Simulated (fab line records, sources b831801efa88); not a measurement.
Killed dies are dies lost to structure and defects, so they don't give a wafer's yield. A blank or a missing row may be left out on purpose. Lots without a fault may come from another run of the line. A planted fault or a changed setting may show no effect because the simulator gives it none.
Which tool did it? | flow gf180mcu | 12 lots, 36 wafers sampled, at 1 step of a route of 602

WHAT THE GAUGES READ, wafer by wafer
GF_V1_BOW_MEAS_05.
lot  | measured     | on            | V1_BOW (um)
L075 | day 17 09:50 | film_metro-02 | 83 80 82
L077 | day 18 04:34 | film_metro-04 | 76 80 80
L079 | day 18 23:52 | film_metro-02 | 78 86 86
L081 | day 19 22:41 | film_metro-02 | 90 91 85
L083 | day 20 19:23 | film_metro-02 | 80 79 82
L085 | day 21 15:33 | film_metro-03 | 88 72 70
L087 | day 22 06:47 | film_metro-03 | 89 85 78
L089 | day 22 21:10 | film_metro-02 | 90 88 95
L091 | day 23 12:26 | film_metro-04 | 96 97 79
L093 | day 24 04:34 | film_metro-04 | 78 85 80
L095 | day 24 19:46 | film_metro-02 | 74 82 76
L097 | day 25 11:55 | film_metro-02 | 80 87 86

WHICH TOOL RAN EACH LOT (tool, then ch and the chambers of the sampled wafers, then the start)
The record holds no process step before these readings.

THE ANSWER, worked out from the rows above alone
Rule: what is usual is taken from the lots themselves. Put in order of their means at a reading, lots are off if they are a third of the lots or fewer, leave a main group of 4 or more, and stand apart from it by a gap of 3 or more times the standard deviation of the main group's means; of several such gaps the widest counts. A main group whose means are all the same, to the digits that the tables above print for the reading, isn't used. A lot without any number at a reading at which 4 lots or more have one is off too. The other lots that the step has rows for count as sound.
No lot is off at any reading shown: from this, nothing can be told.

WHAT THE SIMULATOR HAD PUT IN
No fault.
